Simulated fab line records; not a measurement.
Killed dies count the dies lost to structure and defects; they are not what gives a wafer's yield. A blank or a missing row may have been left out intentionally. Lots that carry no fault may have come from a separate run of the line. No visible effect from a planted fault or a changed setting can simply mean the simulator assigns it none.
Code-filled problem report in 8D (eight disciplines) form / flow sky130 / the parts of the form that need people (team, actions taken, sign-off) are left out

## 1. WHAT IS WRONG
At SKY_CONTACT_EXPOSE_11, exposure-dose-mJ-cm2 averages 38.49 over 9 wafers from 3 lots, while fault-free wafers read 37.83, standard deviation 0.036. That is +18 standard deviations from the usual mean.
The step: exposes mask CTM1, target cd 170 nm.
First seen on wafer L455.1, day 33 18:35, on krf-scanner-01. At this step, 21 wafers from 7 lots have a number in the record. Rule for "out" (also "out of limits"): further than 4 standard deviations from the usual mean. All remaining wafers that have a number are taken as sound.

## 2. WHAT IT IS; WHAT IT IS NOT
question=which readings at this step | is=exposure-dose-mJ-cm2 | is not=stage-vel-mm-s
question=which lots | is=L455, L458, L462 | is not=L450, L452, L454, L456
question=which wafers of those lots | is=all that have a number | is not=-
question=read on which tools | is=krf-scanner-01 | is not=krf-scanner-02
question=when | is=from day 33 18:35 | is not=up to then (9 sound wafers); but 3 sound wafers of L456 came after

## 3. SUSPECTS, AND WHAT RULES EACH OUT
Counting: a tool at a process step up to the reading stays a suspect if it ran every lot that is out and no sound lot after the first of them.
- krf-scanner-01 at SKY_CONTACT_EXPOSE_11 (exposes mask CTM1, target cd 170 nm): kept. Every lot that is out went through it, starting with L455 (day 33 18:35), and after that it ran no sound lot; the last sound lot it ran before then is L452 (day 32 16:52). Its own exposure-dose-mJ-cm2 readings are out on those wafers.
Left after counting: krf-scanner-01 at SKY_CONTACT_EXPOSE_11.

## 4. THE CAUSE (what the simulator had put in)
Process parameter drift: krf-scanner-01, from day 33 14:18 on, at SKY_CONTACT_EXPOSE_11. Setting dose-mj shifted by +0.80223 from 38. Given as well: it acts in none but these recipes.
This tool alone remained once counting was done.

## 5. THE CHAIN OF EFFECTS, in route order
Each row: a reading whose mean over the struck wafers that have a number lies more than 3 standard deviations from the usual. Scope: only readings with a usual standard deviation given in the record; hours: median across lots of the time from each lot's start at the first step in this table that gives one to its start at this step; sigmas: change in usual standard deviations.
hours=0; step=SKY_CONTACT_EXPOSE_11; reading=exposure-dose-mJ-cm2; usual=37.83; on struck wafers=38.49; change=+0.66; sigmas=+18
It contains these process steps:
- SKY_CONTACT_EXPOSE_11: exposes mask CTM1, target cd 170 nm.
Later steps that measure or inspect, where all struck wafers having a row at the step show a number for every such reading and not one has moved that far: SKY_CONTACT_CD_MEAS_14, SKY_CONTACT_OVL_MEAS_15.

## 6. WHAT WOULD HAVE CAUGHT IT SOONER
The fault began at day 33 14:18; the first out-of-limits reading in this record came at day 33 18:35, 4 hours later.
